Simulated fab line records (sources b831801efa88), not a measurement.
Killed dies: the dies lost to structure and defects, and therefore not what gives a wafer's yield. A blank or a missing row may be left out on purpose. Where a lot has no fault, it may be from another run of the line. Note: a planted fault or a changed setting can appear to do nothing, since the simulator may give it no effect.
What tool caused it? + flow sky130 + 13 lots with 38 wafers sampled at 4 steps, on a route of 708 steps

WHAT THE GAUGES SHOWED, per wafer
SKY_METAL1_CD_MEAS_15 targets a cd of 140 nm. Usual: cd-nm 139.8 nm, standard deviation 1.4.
| lot  | measured     | on        | cd-nm (nm)        | flag |
|------|--------------|-----------|-------------------|------|
| L602 | day 32 09:59 | cd-sem-02 | 139.3 139.5 137.1 |      |
| L603 | day 32 13:36 | cd-sem-02 | 140.4 141.9 141.6 |      |
| L604 | day 33 03:55 | cd-sem-01 | 139.1 138.9 138.4 |      |
| L607 | day 35 06:35 | cd-sem-01 | 139.1 139.4 137.4 |      |
| L606 | day 35 10:12 | cd-sem-02 | 140.3 140.2 140.8 |      |
| L608 | day 35 13:07 | cd-sem-01 | 138.7 137.8 138.0 |      |
| L612 | day 36 06:19 | cd-sem-01 | 141.1 141.8       |      |
| L614 | day 36 21:11 | cd-sem-02 | 140.2 139.6 138.3 |      |
| L613 | day 36 22:37 | cd-sem-01 | 138.5 140.4 141.0 |      |
| L622 | day 39 05:32 | cd-sem-02 | 141.9 141.8 142.6 |      |
| L623 | day 39 10:19 | cd-sem-01 | 141.8 141.0 142.4 |      |
| L624 | day 39 14:47 | cd-sem-01 | 142.1 141.9 141.9 |      |
| L625 | day 39 20:52 | cd-sem-02 | 138.9 140.6 138.3 |      |

WHAT TOOL EACH LOT RAN ON (gives the tool, then ch and the chambers of the sampled wafers, and finally the start)
| lot  | SKY_CONTACT_SPUTTER_23       | SKY_METAL1_SPUTTER_00        | SKY_METAL1_SPUTTER_01        |
|------|------------------------------|------------------------------|------------------------------|
| L602 | pvd-sputter-01, day 31 05:29 | pvd-sputter-04, day 31 06:08 | pvd-sputter-04, day 31 06:10 |
| L603 | pvd-sputter-02, day 31 09:23 | pvd-sputter-01, day 31 10:02 | pvd-sputter-01, day 31 10:04 |
| L604 | pvd-sputter-02, day 31 23:55 | pvd-sputter-04, day 32 00:35 | pvd-sputter-04, day 32 00:36 |
| L607 | pvd-sputter-01, day 34 03:20 | pvd-sputter-03, day 34 03:59 | pvd-sputter-03, day 34 04:01 |
| L606 | pvd-sputter-01, day 34 07:00 | pvd-sputter-03, day 34 07:39 | pvd-sputter-03, day 34 07:40 |
| L608 | pvd-sputter-04, day 34 09:29 | pvd-sputter-01, day 34 10:17 | pvd-sputter-01, day 34 10:18 |
| L612 | pvd-sputter-02, day 35 03:07 | pvd-sputter-03, day 35 03:46 | pvd-sputter-03, day 35 03:48 |
| L614 | pvd-sputter-01, day 35 18:45 | pvd-sputter-03, day 35 19:24 | pvd-sputter-03, day 35 19:25 |
| L613 | pvd-sputter-01, day 35 20:23 | pvd-sputter-04, day 35 21:02 | pvd-sputter-04, day 35 21:04 |
| L622 | pvd-sputter-04, day 38 03:02 | pvd-sputter-01, day 38 03:41 | pvd-sputter-01, day 38 03:43 |
| L623 | pvd-sputter-02, day 38 08:45 | pvd-sputter-03, day 38 09:24 | pvd-sputter-03, day 38 09:25 |
| L624 | pvd-sputter-01, day 38 12:58 | pvd-sputter-03, day 38 13:37 | pvd-sputter-03, day 38 13:38 |
| L625 | pvd-sputter-01, day 38 19:30 | pvd-sputter-04, day 38 20:09 | pvd-sputter-04, day 38 20:10 |
- SKY_CONTACT_SPUTTER_23: material TiN, target thk 20 nm, time 80 s.
- SKY_METAL1_SPUTTER_00: material Ti, target thk 15 nm, time 10 s.
- SKY_METAL1_SPUTTER_01: material TiN, target thk 20 nm, time 16.7 s.

AS READ BY THE TOOLS THEMSELVES (means over the sampled wafers that have a number; for cases with no such wafer, the mark the record gives instead)
SKY_CONTACT_SPUTTER_23. Usual: chamber-pressure-pa 5.000 Pa, standard deviation 0.0096; throttle-valve-pct 29.6 %, standard deviation 1.1.
| lot  | tool           | chamber-pressure-pa (Pa) | throttle-valve-pct (%) | flag |
|------|----------------|--------------------------|------------------------|------|
| L602 | pvd-sputter-01 | 5.009                    | 29.9                   |      |
| L603 | pvd-sputter-02 | 4.998                    | 30.4                   |      |
| L604 | pvd-sputter-02 | 5.010                    | 30.0                   |      |
| L607 | pvd-sputter-01 | 4.997                    | 30.0                   |      |
| L606 | pvd-sputter-01 | 5.004                    | 30.0                   |      |
| L608 | pvd-sputter-04 | 4.995                    | 29.3                   |      |
| L612 | pvd-sputter-02 | 5.008                    | 30.9                   |      |
| L614 | pvd-sputter-01 | 5.010                    | 29.7                   |      |
| L613 | pvd-sputter-01 | 5.002                    | 29.7                   |      |
| L622 | pvd-sputter-04 | 5.013                    | 28.5                   |      |
| L623 | pvd-sputter-02 | 5.002                    | 30.5                   |      |
| L624 | pvd-sputter-01 | 5.001                    | 29.7                   |      |
| L625 | pvd-sputter-01 | 4.994                    | 30.0                   |      |

SKY_METAL1_SPUTTER_00. Usual: chamber-pressure-pa 0.4001 Pa, standard deviation 0.00096; throttle-valve-pct 29.3 %, standard deviation 0.81.
| lot  | tool           | chamber-pressure-pa (Pa) | throttle-valve-pct (%) | flag |
|------|----------------|--------------------------|------------------------|------|
| L602 | pvd-sputter-04 | 0.4010                   | 28.7                   |      |
| L603 | pvd-sputter-01 | 0.4004                   | 29.4                   |      |
| L604 | pvd-sputter-04 | 0.3998                   | 28.6                   |      |
| L607 | pvd-sputter-03 | 0.4006                   | 30.0                   |      |
| L606 | pvd-sputter-03 | 0.4000                   | 29.1                   |      |
| L608 | pvd-sputter-01 | 0.4005                   | 29.8                   |      |
| L612 | pvd-sputter-03 | 0.3921                   | 30.2                   | OFF  |
| L614 | pvd-sputter-03 | 0.3949                   | 29.9                   | OFF  |
| L613 | pvd-sputter-04 | 0.4005                   | 28.5                   |      |
| L622 | pvd-sputter-01 | 0.4003                   | 29.5                   |      |
| L623 | pvd-sputter-03 | 0.4001                   | 29.8                   |      |
| L624 | pvd-sputter-03 | 0.4000                   | 29.6                   |      |
| L625 | pvd-sputter-04 | 0.4008                   | 28.5                   |      |

SKY_METAL1_SPUTTER_01. Usual: chamber-pressure-pa 0.3999 Pa, standard deviation 0.00078; throttle-valve-pct 29.3 %, standard deviation 0.81.
| lot  | tool           | chamber-pressure-pa (Pa) | throttle-valve-pct (%) | flag |
|------|----------------|--------------------------|------------------------|------|
| L602 | pvd-sputter-04 | 0.4004                   | 28.6                   |      |
| L603 | pvd-sputter-01 | 0.3997                   | 29.4                   |      |
| L604 | pvd-sputter-04 | 0.3998                   | 28.6                   |      |
| L607 | pvd-sputter-03 | 0.3994                   | 30.1                   |      |
| L606 | pvd-sputter-03 | 0.3998                   | 29.2                   |      |
| L608 | pvd-sputter-01 | 0.4002                   | 29.7                   |      |
| L612 | pvd-sputter-03 | 0.3991                   | 29.9                   |      |
| L614 | pvd-sputter-03 | 0.3996                   | 29.6                   |      |
| L613 | pvd-sputter-04 | 0.4005                   | 28.5                   |      |
| L622 | pvd-sputter-01 | 0.3997                   | 29.6                   |      |
| L623 | pvd-sputter-03 | 0.3992                   | 29.8                   |      |
| L624 | pvd-sputter-03 | 0.4009                   | 29.5                   |      |
| L625 | pvd-sputter-04 | 0.3996                   | 28.4                   |      |

THE ANSWER, worked out from the rows above alone
Rule: take the mean of a lot's wafers that have a number; if it is more than 3 standard deviations from the usual mean, the lot is off. A lot without any number at a reading at which 4 lots or more have one is off too. Any other lot the step has rows for is counted as sound. Order of review: gauges by route order, followed by the tools' own readings, for which a lot's mean as printed above is used. The first step at which some lot is off is used, and at that step the reading that is off furthest; a lot without a number counts as furthest.
Off: L612, L614 (SKY_METAL1_SPUTTER_00, chamber-pressure-pa).
If a tool, at that step or one of the process steps before it, ran each lot that is off and ran no sound lot following the first of them, it fits. Not one of the candidates tried fits.

WHAT HAD BEEN PUT IN BY THE SIMULATOR
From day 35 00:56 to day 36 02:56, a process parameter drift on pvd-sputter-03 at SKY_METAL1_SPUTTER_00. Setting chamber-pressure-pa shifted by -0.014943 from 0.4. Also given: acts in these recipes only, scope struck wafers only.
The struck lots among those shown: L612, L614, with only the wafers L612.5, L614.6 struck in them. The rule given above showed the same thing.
